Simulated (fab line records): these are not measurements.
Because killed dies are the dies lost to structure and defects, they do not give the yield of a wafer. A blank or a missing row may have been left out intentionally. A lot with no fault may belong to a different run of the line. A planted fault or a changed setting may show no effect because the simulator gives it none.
Lot-split experiment / flow sky130 / 23 wafers read from 5 lots, route of 708 steps

THE SPLIT ITSELF
At SKY_LDD_LDN_IMPLANT_09, the setting energy kev was moved away from the recipe's 15 on 11 of the 23 wafers read, by -4.7% to +3.4%. All remaining wafers had this setting at the recipe value.

Reading taken at the split's own step.

THE READING
The simulator's own value implant.drp nm, read by no gauge, in nm at SKY_LDD_LDN_IMPLANT_09. The file gives no usual value for it.

wafer=L075.1; tool, chamber at the split=implanter-04, 0; energy kev as run=14.29; against the recipe=-4.7%; implant.drp nm, nm=5.738; against lot-mates on the recipe=-0.195
wafer=L075.2; tool, chamber at the split=implanter-04, 0; energy kev as run=14.29; against the recipe=-4.7%; implant.drp nm, nm=5.738; against lot-mates on the recipe=-0.195
wafer=L075.6; tool, chamber at the split=implanter-04, 0; energy kev as run=14.29; against the recipe=-4.7%; implant.drp nm, nm=5.738; against lot-mates on the recipe=-0.195
wafer=L075.4; tool, chamber at the split=implanter-04, 0; energy kev as run=15; against the recipe=recipe; implant.drp nm, nm=5.933; against lot-mates on the recipe=-
wafer=L075.5; tool, chamber at the split=implanter-04, 0; energy kev as run=15; against the recipe=recipe; implant.drp nm, nm=5.933; against lot-mates on the recipe=-
wafer=L078.1; tool, chamber at the split=implanter-04, 0; energy kev as run=15; against the recipe=recipe; implant.drp nm, nm=5.933; against lot-mates on the recipe=-
wafer=L078.4; tool, chamber at the split=implanter-04, 0; energy kev as run=15; against the recipe=recipe; implant.drp nm, nm=5.933; against lot-mates on the recipe=-
wafer=L078.6; tool, chamber at the split=implanter-04, 0; energy kev as run=15; against the recipe=recipe; implant.drp nm, nm=5.933; against lot-mates on the recipe=-
wafer=L079.1; tool, chamber at the split=implanter-03, 0; energy kev as run=15; against the recipe=recipe; implant.drp nm, nm=5.933; against lot-mates on the recipe=-
wafer=L079.5; tool, chamber at the split=implanter-03, 0; energy kev as run=15; against the recipe=recipe; implant.drp nm, nm=5.933; against lot-mates on the recipe=-
wafer=L079.3; tool, chamber at the split=implanter-03, 0; energy kev as run=15.51; against the recipe=+3.4%; implant.drp nm, nm=6.068; against lot-mates on the recipe=+0.135
wafer=L079.4; tool, chamber at the split=implanter-03, 0; energy kev as run=15.51; against the recipe=+3.4%; implant.drp nm, nm=6.068; against lot-mates on the recipe=+0.135
wafer=L079.6; tool, chamber at the split=implanter-03, 0; energy kev as run=15.51; against the recipe=+3.4%; implant.drp nm, nm=6.068; against lot-mates on the recipe=+0.135
wafer=L084.1; tool, chamber at the split=implanter-01, 0; energy kev as run=15; against the recipe=recipe; implant.drp nm, nm=5.933; against lot-mates on the recipe=-
wafer=L084.3; tool, chamber at the split=implanter-01, 0; energy kev as run=15; against the recipe=recipe; implant.drp nm, nm=5.933; against lot-mates on the recipe=-
wafer=L084.6; tool, chamber at the split=implanter-01, 0; energy kev as run=15; against the recipe=recipe; implant.drp nm, nm=5.933; against lot-mates on the recipe=-
wafer=L084.4; tool, chamber at the split=implanter-01, 0; energy kev as run=14.35; against the recipe=-4.3%; implant.drp nm, nm=5.754; against lot-mates on the recipe=-0.179
wafer=L084.5; tool, chamber at the split=implanter-01, 0; energy kev as run=14.35; against the recipe=-4.3%; implant.drp nm, nm=5.754; against lot-mates on the recipe=-0.179
wafer=L085.1; tool, chamber at the split=implanter-03, 0; energy kev as run=15; against the recipe=recipe; implant.drp nm, nm=5.933; against lot-mates on the recipe=-
wafer=L085.3; tool, chamber at the split=implanter-03, 0; energy kev as run=15; against the recipe=recipe; implant.drp nm, nm=5.933; against lot-mates on the recipe=-
wafer=L085.2; tool, chamber at the split=implanter-03, 0; energy kev as run=14.68; against the recipe=-2.1%; implant.drp nm, nm=5.846; against lot-mates on the recipe=-0.087
wafer=L085.4; tool, chamber at the split=implanter-03, 0; energy kev as run=14.68; against the recipe=-2.1%; implant.drp nm, nm=5.846; against lot-mates on the recipe=-0.087
wafer=L085.6; tool, chamber at the split=implanter-03, 0; energy kev as run=14.68; against the recipe=-2.1%; implant.drp nm, nm=5.846; against lot-mates on the recipe=-0.087

THE FIT
A straight line over all 23 wafers: implant.drp nm changes by +0.0407 nm for each +1% of energy kev; r = +1.00; the points scatter about the line by 0.0014 nm.
The same after taking each lot's own level away (the mean of its wafers on the recipe; 23 wafers): +0.0407 nm for each +1%; r = +1.00; scatter 0.0014 nm.
The reading moves by 0.19 nm for the largest change in energy kev, on that fit.
The lots' own levels span 5.9330 to 5.9330 nm.
So the lot-to-lot level changes the slope little: the two slopes agree.
Check: -0.194 nm against its lot-mates is what the line predicts for one of the wafers moved furthest among these (-4.7%) when that wafer is left out of the fit. Against them it came out at -0.195 nm.

THE OTHER SPLITS THESE WAFERS WENT THROUGH
Before the reading, these wafers also passed through other splits. Each is held against what the fit with the lots' levels taken away leaves over:
other split on the same wafers=SKY_POLY_GATE_ETCH_17 icp w; wafers away from the commonest value=9; r with implant.drp nm (lot level and that fit taken away)=+0.29
other split on the same wafers=SKY_LDD_P_DEVELOP_06 develop time s; wafers away from the commonest value=8; r with implant.drp nm (lot level and that fit taken away)=+0.00
other split on the same wafers=SKY_LDD_P_IMPLANT_09 dose cm2; wafers away from the commonest value=11; r with implant.drp nm (lot level and that fit taken away)=-0.23
other split on the same wafers=SKY_LDD_LDN_COAT_02 resist thk nm; wafers away from the commonest value=6; r with implant.drp nm (lot level and that fit taken away)=-0.09

THE FILE'S OWN FIT
implant.drp nm changes by +0.0409 nm for each +1% of energy kev, r = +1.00.
